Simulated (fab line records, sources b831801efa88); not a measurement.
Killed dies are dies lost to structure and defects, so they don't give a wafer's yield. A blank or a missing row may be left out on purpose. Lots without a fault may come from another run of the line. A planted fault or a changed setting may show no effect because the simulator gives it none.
fab line records | flow sfq_line
record lots=5 wafers=23
route steps=325 shown L0@3 M0@29 I0@47 M1@63
start_h: hours from the record's first day to the start of the lot's first wafer shown | wait_h: hours since the lot's step before | " the same as in the row above | L1.1+2: a row that stands for several wafers | - no value, or no start given | * or withheld: withheld | < > ~ a bound
route shown NAME@n: a module of which the file shows steps, and the number in the route of the first | usual: mean/standard deviation of fault-free wafers | same: alike in all rows | chamber/n: place in a boat | sites: the reading at each site | _std_site: their standard deviation | _edge_site: outer sites' mean less inner sites' | radius_mm: how far each site lies from the wafer's centre | mask NAME#n: copy n | behind: the tool/chamber that last shaped the wafer | hold: why the lot was held/for how many hours/how that ended | device: the transistor (n, p or np) that didn't switch | end of line: the same wafers' tests at the end of the route | a step without rows: its recipe alone | killed: dies lost to structure and defects at the first sort, not the wafer's yield | map: a wafer's dies, x killed, . not, _ none there
set.NAME: the setting as run; set.NAME@STEP: as run at that earlier step | model.NAME: the simulator's own value behind a step, which no gauge read
lots whose settings were changed on purpose; a table a step, a row a wafer
## steps
# step SFQ_TRILAYER_L0_DEP_SPUTTER_003
# recipe material=MoNx_KI base_pressure_pa=1.33e-06 target_thk_nm=40 power_w=800 time_s=100 chamber_pressure_pa=0.4
# columns lot.wafer tool chamber start_h wait_h set.time_s model.MoNx_KI_of_TRILAYER_L0_DEP_SPUTTER_003.thk_nm
L075.1 pvd_sputter-05 - 17.49 0.0 105.4 42.57
L075.3 " - " " 100 41.14
L075.4 " - " " 105.4 41.28
L075.5 " - " " 100 41.04
L075.6 " - " " 100 40.71
L076.1 pvd_sputter-05 - 22.49 0.0 100 38.76
L076.2 " - " " 100 40.47
L076.3 " - " " 112.9 45.82
L076.5 " - " " 112.9 45.88
L076.6 " - " " 100 38.68
L077.1 pvd_sputter-05 - 27.49 0.0 100 40.5
L077.2 " - " " 106.5 41.04
L077.3 " - " " 106.5 42.42
L077.4 " - " " 100 40.61
L077.6 " - " " 106.5 42.82
L080.1 pvd_sputter-05 - 42.49 0.0 87.6 35.37
L080.2+5 " - " " 100 38.76
L080.3 " - " " 100 39.51
L080.6 " - " " 87.6 35.55
L082.3 pvd_sputter-03 - 52.49 0.0 100 40.02
L082.5 " - " " 100 41.03
L082.6 " - " " 100 39.7
# step SFQ_L0_RS_MEAS_901
# recipe thk_meas_gauge=four-point-probe reads=MoNx_KI_of_TRILAYER_L0_DEP_SPUTTER_003
# usual L0_MONX_KI_RS=43.5/0.82
# columns lot.wafer tool chamber start_h wait_h set.time_s@TRILAYER_L0_DEP_SPUTTER_003 L0_MONX_KI_RS[ohm/sq]
L075.1 film_metro-01 - 17.56 0.0 105.4 40.8
L075.3 " - " " 100 42.2
L075.4 " - " " 105.4 42.0
L075.5 " - " " 100 42.4
L075.6 " - " " 100 42.7
L076.1 film_metro-01 - 22.56 0.0 100 44.8
L076.2 " - " " 100 43.0
L076.3 " - " " 112.9 38.0
L076.5 " - " " 112.9 37.9
L076.6 " - " " 100 45.0
L077.1 film_metro-02 - 27.56 0.0 100 43.1
L077.2 " - " " 106.5 42.5
L077.3 " - " " 106.5 41.1
L077.4 " - " " 100 43.0
L077.6 " - " " 106.5 40.7
L080.1 film_metro-02 - 42.56 0.0 87.6 49.3
L080.2 " - " " 100 45.0
L080.3 " - " " 100 44.1
L080.5 " - " " 100 44.9
L080.6 " - " " 87.6 49.1
L082.3 film_metro-04 - 52.60 0.1 100 43.4
L082.5 " - " " 100 42.2
L082.6 " - " " 100 43.8
# step SFQ_L0_THK_MEAS_902
# recipe thk_meas_gauge=xrf reads=MoNx_KI_of_TRILAYER_L0_DEP_SPUTTER_003
# usual L0_MONX_KI_THK=39.9/0.78
# columns lot.wafer tool chamber start_h wait_h set.time_s@TRILAYER_L0_DEP_SPUTTER_003 L0_MONX_KI_THK[nm]
L075.1 film_metro-01 - 17.68 0.1 105.4 42.8
L075.3 " - " " 100 41.2
L075.4 " - " " 105.4 41.3
L075.5 " - " " 100 41.3
L075.6 " - " " 100 40.6
L076.1 film_metro-01 - 22.68 0.1 100 38.7
L076.2 " - " " 100 40.4
L076.3 " - " " 112.9 45.8
L076.5 " - " " 112.9 45.8
L076.6 " - " " 100 38.5
L077.1 film_metro-02 - 27.68 0.1 100 40.6
L077.2 " - " " 106.5 41.0
L077.3 " - " " 106.5 42.3
L077.4 " - " " 100 40.3
L077.6 " - " " 106.5 42.8
L080.1 film_metro-02 - 42.68 0.1 87.6 35.3
L080.2 " - " " 100 38.6
L080.3 " - " " 100 39.7
L080.5 " - " " 100 38.5
L080.6 " - " " 87.6 35.6
L082.3 film_metro-04 - 52.70 0.1 100 39.9
L082.5 " - " " 100 41.1
L082.6 " - " " 100 39.5
# step SFQ_TRILAYER_L0_LITHO_EXPOSE_006
# recipe mask_id=L0 na=0.6 source_shape=conventional sigma_outer=0.65 target_cd_nm=2000 dose_mj=14.4
# columns lot.wafer tool chamber start_h wait_h mask set.dose_mj
L075.1+4+6 krf_scanner-01 0 73.42 - L0#0 14.4
L075.3+5 " 0 " " L0#0 14.01
L076.1+2+3 krf_scanner-01 0 79.42 - L0#0 14.4
L076.5+6 " 0 " " L0#0 13.49
L077.1+2+4 krf_scanner-01 0 87.82 - L0#0 13.51
L077.3+6 " 0 " " L0#0 14.4
L080.1+2 krf_scanner-01 0 104.62 - L0#0 14.72
L080.3+5+6 " 0 " " L0#0 14.4
L082.3+5+6 krf_scanner-01 0 119.42 - L0#0 14.4
# step SFQ_TRILAYER_L0_LITHO_PEB_008
# recipe peb_temp_c=115 peb_time_s=60 resist=KrF
# step SFQ_TRILAYER_L0_LITHO_DEVELOP_007
# recipe time_s=60 resist=KrF
# step SFQ_TRILAYER_L0_BARC_OPEN_METAL_ETCH_010
# recipe mask_material=PR chemistry=O2 target_depth_nm=125 target=BARC icp_w=600 bias_w=80 pressure_mtorr=10 time_s=41.7
# columns lot.wafer tool chamber start_h wait_h set.dose_mj@TRILAYER_L0_LITHO_EXPOSE_006 model.L0.cd_nm
L075.1 rie_metal-04 0 74.92 0.1 14.4 1998
L075.3+5 " 0,1 " " 14.01 2003
L075.4 " 1 " " 14.4 1999
L075.6 " 0 " " 14.4 1997
L076.1 rie_metal-03 0 80.92 0.1 14.4 2000
L076.2+3 " 1,0 " " 14.4 1999
L076.5+6 " 1,0 " " 13.49 2010
L077.1 rie_metal-01 0 89.32 0.1 13.51 2012
L077.2+4 " 1,0 " " 13.51 2011
L077.3 " 1 " " 14.4 2002
L077.6 " 0 " " 14.4 2001
L080.1 rie_metal-01 1 106.12 0.1 14.72 1997
L080.2 " 0 " " 14.72 1994
L080.3 " 0 " " 14.4 1998
L080.5 " 0 " " 14.4 1999
L080.6 " 1 " " 14.4 2000
L082.3 rie_metal-01 1 120.54 0.1 14.4 -
L082.5 " 1 " " 14.4 1999
L082.6 " 0 " " 14.4 1998
# step SFQ_TRILAYER_L0_ETCH_METAL_ETCH_008
# recipe target=MoNx_KI stop_on=SiO2 mask_material=PR chemistry=SF6/O2 target_depth_nm=50 icp_w=600 bias_w=80 pressure_mtorr=10 time_s=25
# usual oes_product_au=0.873/0.01
# columns lot.wafer tool chamber start_h wait_h set.time_s@TRILAYER_L0_DEP_SPUTTER_003 oes_product_au
L075.1 rie_metal-04 0 74.98 0.0 105.4 0.910
L075.3 " 0 " " 100 0.884
L075.4 " 1 " " 105.4 0.888
L075.5 " 1 " " 100 0.882
L075.6 " 0 " " 100 0.885
L076.1 rie_metal-03 0 80.98 0.0 100 0.860
L076.2 " 1 " " 100 0.877
L076.3 " 0 " " 112.9 0.946
L076.5 " 1 " " 112.9 0.947
L076.6 " 0 " " 100 0.858
L077.1 rie_metal-01 0 89.38 0.0 100 0.881
L077.2 " 1 " " 106.5 0.876
L077.3 " 1 " " 106.5 0.908
L077.4 " 0 " " 100 0.876
L077.6 " 0 " " 106.5 0.894
L080.1 rie_metal-01 1 106.18 0.0 87.6 0.816
L080.2 " 0 " " 100 0.863
L080.3 " 0 " " 100 0.868
L080.5 " 0 " " 100 0.855
L080.6 " 1 " " 87.6 0.810
L082.3 rie_metal-01 1 120.59 0.0 100 0.874
L082.5 " 1 " " 100 0.887
L082.6 " 0 " " 100 0.871
# step SFQ_TRILAYER_M0_DEP_SPUTTER_019
# recipe material=Nb base_pressure_pa=1.33e-06 chamber_pressure_pa=0.1333 substrate_temp_c=20 resputter_cathode_voltage_v=400 target_thk_nm=200 power_w=2000 time_s=133.3
# columns lot.wafer tool chamber start_h wait_h set.power_w model.Nb_of_TRILAYER_M0_DEP_SPUTTER_019.thk_nm
L075.1 pvd_sputter-06 - 157.44 0.0 2000 198.4
L075.3 " - " " 2000 202.3
L075.4 " - " " 2000 204.5
L075.5 " - " " 2000 197.5
L075.6 " - " " 2000 203
L076.1 pvd_sputter-06 - 168.49 0.0 1816 177.2
L076.2 " - " " 2000 203.4
L076.3+5 " - " " 2000 201.9
L076.6 " - " " 1816 178.3
L077.1 pvd_sputter-03 - 177.49 0.0 1799 181.3
L077.2 " - " " 1799 179.3
L077.3 " - " " 2000 199.4
L077.4 " - " " 2000 204
L077.6 " - " " 2000 200.9
L080.1 pvd_sputter-03 - 200.29 0.0 1849 185.9
L080.2 " - " " 2000 203
L080.3 " - " " 2000 200.5
L080.5 " - " " 1849 185.2
L080.6 " - " " 1849 187.9
L082.3 pvd_sputter-03 - 220.24 0.0 2000 197.6
L082.5 " - " " 2000 199.3
L082.6 " - " " 2000 200.4
# step SFQ_M0_RS_MEAS_904
# recipe thk_meas_gauge=four-point-probe reads=Nb_of_TRILAYER_M0_DEP_SPUTTER_019
# usual M0_NB_RS=0.890/0.012
# columns lot.wafer tool chamber start_h wait_h set.power_w@TRILAYER_M0_DEP_SPUTTER_019 M0_NB_RS[ohm/sq]
L075.1 film_metro-03 - 157.53 0.0 2000 0.898
L075.3 " - " " 2000 0.880
L075.4 " - " " 2000 0.870
L075.5 " - " " 2000 0.902
L075.6 " - " " 2000 0.878
L076.1 film_metro-03 - 168.58 0.0 1816 1.007
L076.2 " - " " 2000 0.875
L076.3 " - " " 2000 0.881
L076.5 " - " " 2000 0.882
L076.6 " - " " 1816 1.001
L077.1 film_metro-03 - 177.58 0.0 1799 0.983
L077.2 " - " " 1799 0.996
L077.3 " - " " 2000 0.893
L077.4 " - " " 2000 0.873
L077.6 " - " " 2000 0.885
L080.1 film_metro-03 - 200.38 0.0 1849 0.958
L080.2 " - " " 2000 0.875
L080.3 " - " " 2000 0.889
L080.5 " - " " 1849 0.964
L080.6 " - " " 1849 0.949
L082.3 film_metro-03 - 220.37 0.1 2000 0.902
L082.5 " - " " 2000 0.894
L082.6 " - " " 2000 0.889
# step SFQ_TRILAYER_M0_LITHO_EXPOSE_022
# recipe mask_id=M0 na=0.6 source_shape=conventional sigma_outer=0.65 target_cd_nm=500 dose_mj=14.4
# columns lot.wafer tool chamber start_h wait_h mask set.dose_mj
L075.1+3+5 krf_scanner-01 0 250.22 - M0#0 14.85
L075.4+6 " 0 " " M0#0 14.4
L076.1+5 krf_scanner-01 0 267.02 - M0#0 15.43
L076.2+3+6 " 0 " " M0#0 14.4
L077.1+6 krf_scanner-01 0 282.62 - M0#0 13.88
L077.2+3+4 " 0 " " M0#0 14.4
L080.1+2+5 krf_scanner-02 0 311.34 - M0#0 14.75
L080.3+6 " 0 " " M0#0 14.4
L082.3+5+6 krf_scanner-02 0 335.74 - M0#0 14.4
# step SFQ_TRILAYER_M0_LITHO_PEB_024
# recipe peb_temp_c=115 peb_time_s=60 resist=KrF
# step SFQ_TRILAYER_M0_LITHO_DEVELOP_023
# recipe time_s=60 resist=KrF
# step SFQ_TRILAYER_M0_BARC_OPEN_METAL_ETCH_031
# recipe mask_material=PR chemistry=O2 target_depth_nm=125 target=BARC icp_w=600 bias_w=78.34 pressure_mtorr=10 time_s=41.7
# columns lot.wafer tool chamber start_h wait_h set.dose_mj@TRILAYER_M0_LITHO_EXPOSE_022 model.M0.cd_nm
L075.1 rie_metal-02 1 251.75 0.0 14.85 490.8
L075.3 " 0 " " 14.85 493.2
L075.4 " 1 " " 14.4 498.8
L075.5 " 0 " " 14.85 492.2
L075.6 " 1 " " 14.4 496
L076.1 rie_metal-01 1 268.55 0.0 15.43 489.5
L076.2 " 0 " " 14.4 501.1
L076.3 " 1 " " 14.4 500
L076.5 " 1 " " 15.43 489.7
L076.6 " 0 " " 14.4 501.9
L077.1 rie_metal-02 0 284.15 0.0 13.88 505.7
L077.2 " 1 " " 14.4 499.9
L077.3 " 1 " " 14.4 498.6
L077.4 " 0 " " 14.4 498.7
L077.6 " 1 " " 13.88 505.6
L080.1 rie_metal-01 0 312.88 0.0 14.75 497.5
L080.2 " 1 " " 14.75 495.9
L080.3 " 1 " " 14.4 500
L080.5 " 1 " " 14.75 496
L080.6 " 0 " " 14.4 500.6
L082.3 rie_metal-04 0 336.90 0.0 14.4 502.3
L082.5 " 0 " " 14.4 502.4
L082.6 " 1 " " 14.4 501.4
# step SFQ_TRILAYER_M0_ETCH_METAL_ETCH_024
# recipe target=Nb stop_on=SiO2 mask_material=PR chemistry=Cl2/Ar target_depth_nm=240 icp_w=600 bias_w=80 pressure_mtorr=10 time_s=120
# usual oes_product_au=0.895/0.0083
# columns lot.wafer tool chamber start_h wait_h set.pressure_mtorr set.power_w@TRILAYER_M0_DEP_SPUTTER_019 oes_product_au
L075.1 rie_metal-02 1 251.81 0.0 9.141 2000 0.898
L075.3 " 0 " " 9.141 2000 0.903
L075.4 " 1 " " 9.141 2000 0.908
L075.5 " 0 " " 9.141 2000 0.891
L075.6 " 1 " " 9.141 2000 0.901
L076.1 rie_metal-01 1 268.61 0.0 11.35 1816 0.838
L076.2 " 0 " " 11.35 2000 0.900
L076.3 " 1 " " 11.35 2000 0.896
L076.5 " 1 " " 11.35 2000 0.902
L076.6 " 0 " " 11.35 1816 0.832
L077.1 rie_metal-02 0 284.21 0.0 10 1799 0.850
L077.2 " 1 " " 10 1799 0.841
L077.3 " 1 " " 10 2000 0.897
L077.4 " 0 " " 10 2000 0.910
L077.6 " 1 " " 10 2000 0.891
L080.1 rie_metal-01 0 312.94 0.0 10.8 1849 0.859
L080.2 " 1 " " 10.8 2000 0.896
L080.3 " 1 " " 10.8 2000 0.902
L080.5 " 1 " " 10.8 1849 0.853
L080.6 " 0 " " 10.8 1849 0.870
L082.3 rie_metal-04 0 336.98 0.1 10 2000 0.892
L082.5 " 0 " " 10 2000 0.893
L082.6 " 1 " " 10 2000 0.900
# step SFQ_TRILAYER_I0_VIA_LITHO_COAT_036
# recipe resist=BARC spin_rpm=3000 resist_thk_nm=62
# columns lot.wafer tool chamber start_h wait_h set.resist_thk_nm model.BARC_of_TRILAYER_I0_VIA_LITHO_COAT_036.thk_nm
L075.1 litho_track-01 0 259.59 1.0 58.81 58.82
L075.3 " 0 " " 62 62.22
L075.4 " 0 " " 58.81 59
L075.5 " 0 " " 58.81 58.88
L075.6 " 0 " " 62 62.33
L076.1 litho_track-04 0 274.61 1.0 62 61.8
L076.2 " 0 " " 62 61.88
L076.3 " 0 " " 64.81 64.77
L076.5 " 0 " " 64.81 64.66
L076.6 " 0 " " 62 61.87
L077.1+3 litho_track-04 0 289.51 1.0 60.81 60.77
L077.2 " 0 " " 62 62.15
L077.4 " 0 " " 62 61.98
L077.6 " 0 " " 62 61.95
L080.1 litho_track-04 0 323.04 1.0 62 61.93
L080.2 " 0 " " 62 61.78
L080.3 " 0 " " 62 62.11
L080.5 " 0 " " 64.37 64.29
L080.6 " 0 " " 64.37 64.35
L082.3 litho_track-04 0 347.14 0.7 62 62.19
L082.5 " 0 " " 62 62.15
L082.6 " 0 " " 62 61.97
# step SFQ_TRILAYER_I0_VIA_LITHO_PEB_034
# recipe peb_temp_c=115 peb_time_s=60 resist=KrF
# columns lot.wafer tool chamber start_h wait_h set.peb_time_s
L075.1+4 litho_track-03 0 381.82 1.0 60
L075.3+5+6 " 0 " " 54.79
L076.1+2+3+5+6 litho_track-01 0 392.62 1.0 60
L077.1+2+3+4+6 litho_track-03 0 407.02 1.0 60
L080.1+6 litho_track-01 0 450.22 1.0 51.15
L080.2+3+5 " 0 " " 60
L082.3+5+6 litho_track-03 0 479.00 0.7 60
# step SFQ_TRILAYER_I0_VIA_LITHO_DEVELOP_033
# recipe time_s=60 resist=KrF
# step SFQ_TRILAYER_I0_VIA_BARC_OPEN_VIA_ETCH_046
# recipe mask_material=PR chemistry=O2 target_depth_nm=125 target=BARC source_w=500 bias_w=80 pressure_mtorr=30 time_s=41.7
# columns lot.wafer tool chamber start_h wait_h set.peb_time_s@TRILAYER_I0_VIA_LITHO_PEB_034 model.I0.cd_nm
L075.1 rie_diel-04 0 382.15 0.0 60 500.4
L075.3 " 2 " " 54.79 486.7
L075.4 " 3 " " 60 498.6
L075.5 " 3 " " 54.79 485.6
L075.6 " 2 " " 54.79 485.8
L076.1 rie_diel-01 3 392.95 0.0 60 502.1
L076.2 " 0 " " 60 500.7
L076.3 " 2 " " 60 500.6
L076.5 " 1 " " 60 500
L076.6 " 2 " " 60 500.9
L077.1+3 rie_diel-04 3,2 407.35 0.0 60 499.7
L077.2 " 1 " " 60 500.4
L077.4 " 1 " " 60 500.8
L077.6 " 2 " " 60 499
L080.1 rie_diel-04 1 450.55 0.0 51.15 479.9
L080.2 " 0 " " 60 503.5
L080.3 " 2 " " 60 501.1
L080.5 " 1 " " 60 503.2
L080.6 " 2 " " 51.15 477.9
L082.3 rie_diel-02 0 479.28 0.0 60 500.9
L082.5 " 2 " " 60 500.6
L082.6 " 3 " " 60 501
# step SFQ_TRILAYER_M1_LITHO_COAT_039
# recipe resist=KrF spin_rpm=3000 resist_thk_nm=600
# columns lot.wafer tool chamber start_h wait_h set.spin_rpm model.KrF_of_TRILAYER_M1_LITHO_COAT_039.thk_nm
L075.1 litho_track-02 0 383.68 0.2 2779 622.5
L075.3 " 0 " " 2779 625
L075.4 " 0 " " 2779 624.2
L075.5+6 " 0 " " 3000 598.2
L076.1 litho_track-02 0 394.48 0.2 3062 589.6
L076.2 " 0 " " 3062 591.6
L076.3 " 0 " " 3062 591
L076.5 " 0 " " 3000 597.9
L076.6 " 0 " " 3000 598.1
L077.1 litho_track-02 0 408.88 0.2 2926 601.8
L077.2 " 0 " " 3000 596.6
L077.3 " 0 " " 3000 594.8
L077.4 " 0 " " 2926 603.6
L077.6 " 0 " " 3000 595.1
L080.1 litho_track-03 0 452.08 0.2 3000 601.4
L080.2 " 0 " " 3000 600.9
L080.3 " 0 " " 3000 599.8
L080.5 " 0 " " 3000 600.5
L080.6 " 0 " " 3000 600.4
L082.3 litho_track-03 0 480.93 0.2 3000 598.9
L082.5 " 0 " " 3000 600
L082.6 " 0 " " 3000 598.2
# step SFQ_TRILAYER_M1_BARC_OPEN_METAL_ETCH_054
# recipe mask_material=PR chemistry=O2 target_depth_nm=125 target=BARC icp_w=600 bias_w=80 pressure_mtorr=10 time_s=41.7
# columns lot.wafer tool chamber start_h wait_h set.bias_w set.spin_rpm@TRILAYER_M1_LITHO_COAT_039 model.KrF_of_TRILAYER_M1_LITHO_COAT_039.thk_nm
L075.1 rie_metal-03 0 528.86 0.0 85.28 2779 543.5
L075.3 " 0 " " 85.28 2779 546.2
L075.4 " 0 " " 80 2779 546.7
L075.5 " 0 " " 80 3000 520.3
L075.6 " 0 " " 85.28 3000 519.1
L076.1 rie_metal-01 0 543.26 0.0 80 3062 512.2
L076.2 " 1 " " 71.91 3062 515.5
L076.3 " 0 " " 71.91 3062 515.1
L076.5+6 " 0,1 " " 80 3000 520.4
L077.1 rie_metal-03 1 564.18 0.0 75.38 2926 526.1
L077.2 " 0 " " 75.38 3000 519.4
L077.3 " 0 " " 80 3000 516.8
L077.4 " 1 " " 80 2926 527.3
L077.6 " 1 " " 75.38 3000 519
L080.1 rie_metal-04 1 609.78 0.0 80 3000 523.8
L080.2 " 0 " " 73.98 3000 524.7
L080.3 " 0 " " 80 3000 522.2
L080.5 " 1 " " 73.98 3000 524.5
L080.6 " 0 " " 80 3000 523.3
L082.3 rie_metal-04 0 633.80 0.0 80 3000 521.8
L082.5 " 0 " " 80 3000 523.2
L082.6 " 1 " " 80 3000 521
# step SFQ_TRILAYER_M1_ETCH_METAL_ETCH_042
# recipe target=Nb stop_on=SiO2 mask_material=PR chemistry=Cl2/Ar target_depth_nm=240 icp_w=600 bias_w=80 pressure_mtorr=10 time_s=120
# columns lot.wafer tool chamber start_h wait_h set.spin_rpm@TRILAYER_M1_LITHO_COAT_039 model.KrF_of_TRILAYER_M1_LITHO_COAT_039.thk_nm
L075.1 rie_metal-03 0 528.98 0.1 2779 400.8
L075.3 " 0 " " 2779 402.9
L075.4 " 0 " " 2779 403.8
L075.5 " 0 " " 3000 376.7
L075.6 " 0 " " 3000 375.1
L076.1 rie_metal-01 0 543.32 0.0 3062 370.5
L076.2 " 1 " " 3062 370.8
L076.3 " 0 " " 3062 372.3
L076.5 " 0 " " 3000 378.7
L076.6 " 1 " " 3000 375.5
L077.1 rie_metal-03 1 564.24 0.0 2926 388.3
L077.2 " 0 " " 3000 376.3
L077.3 " 0 " " 3000 373.5
L077.4 " 1 " " 2926 387.8
L077.6 " 1 " " 3000 378.6
L080.1 rie_metal-04 1 609.84 0.0 3000 381.6
L080.2 " 0 " " 3000 383.2
L080.3 " 0 " " 3000 379.6
L080.5 " 1 " " 3000 382.8
L080.6 " 0 " " 3000 382.2
L082.3 rie_metal-04 0 633.88 0.1 3000 379.4
L082.5 " 0 " " 3000 380.5
L082.6 " 1 " " 3000 377
## key
split step=SFQ_TRILAYER_L0_DEP_SPUTTER_003 setting=time_s stated=100 by=wafer
response step=SFQ_TRILAYER_L0_DEP_SPUTTER_003 reading=model.MoNx_KI_of_TRILAYER_L0_DEP_SPUTTER_003.thk_nm change=+0.367 per=1% r=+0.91
response step=SFQ_L0_RS_MEAS_901 reading=L0_MONX_KI_RS change=-0.391 per=1% r=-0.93
response step=SFQ_L0_THK_MEAS_902 reading=L0_MONX_KI_THK change=+0.37 per=1% r=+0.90
response step=SFQ_TRILAYER_L0_ETCH_METAL_ETCH_008 reading=oes_product_au change=+0.00468 per=1% r=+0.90
split step=SFQ_TRILAYER_L0_LITHO_EXPOSE_006 setting=dose_mj stated=14.4 by=wafer
response step=SFQ_TRILAYER_L0_BARC_OPEN_METAL_ETCH_010 reading=model.L0.cd_nm change=-1.68 per=1% r=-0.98
split step=SFQ_TRILAYER_M0_DEP_SPUTTER_019 setting=power_w stated=2000 by=wafer
response step=SFQ_TRILAYER_M0_DEP_SPUTTER_019 reading=model.Nb_of_TRILAYER_M0_DEP_SPUTTER_019.thk_nm change=+2.29 per=1% r=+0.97
response step=SFQ_M0_RS_MEAS_904 reading=M0_NB_RS change=-0.0114 per=1% r=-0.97
response step=SFQ_TRILAYER_M0_ETCH_METAL_ETCH_024 reading=oes_product_au change=+0.00582 per=1% r=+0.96
split step=SFQ_TRILAYER_M0_LITHO_EXPOSE_022 setting=dose_mj stated=14.4 by=wafer
response step=SFQ_TRILAYER_M0_BARC_OPEN_METAL_ETCH_031 reading=model.M0.cd_nm change=-1.64 per=1% r=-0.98
split step=SFQ_TRILAYER_M0_ETCH_METAL_ETCH_024 setting=pressure_mtorr stated=10 by=lot
response none clear
split step=SFQ_TRILAYER_I0_VIA_LITHO_COAT_036 setting=resist_thk_nm stated=62 by=wafer
response step=SFQ_TRILAYER_I0_VIA_LITHO_COAT_036 reading=model.BARC_of_TRILAYER_I0_VIA_LITHO_COAT_036.thk_nm change=+0.641 per=1% r=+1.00
split step=SFQ_TRILAYER_I0_VIA_LITHO_PEB_034 setting=peb_time_s stated=60 by=wafer
response step=SFQ_TRILAYER_I0_VIA_BARC_OPEN_VIA_ETCH_046 reading=model.I0.cd_nm change=+1.59 per=1% r=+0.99
split step=SFQ_TRILAYER_M1_LITHO_COAT_039 setting=spin_rpm stated=3000 by=wafer
response step=SFQ_TRILAYER_M1_LITHO_COAT_039 reading=model.KrF_of_TRILAYER_M1_LITHO_COAT_039.thk_nm change=-3.44 per=1% r=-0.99
response step=SFQ_TRILAYER_M1_BARC_OPEN_METAL_ETCH_054 reading=model.KrF_of_TRILAYER_M1_LITHO_COAT_039.thk_nm change=-3.46 per=1% r=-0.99
response step=SFQ_TRILAYER_M1_ETCH_METAL_ETCH_042 reading=model.KrF_of_TRILAYER_M1_LITHO_COAT_039.thk_nm change=-3.68 per=1% r=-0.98
split step=SFQ_TRILAYER_M1_BARC_OPEN_METAL_ETCH_054 setting=bias_w stated=80 by=wafer
response none clear
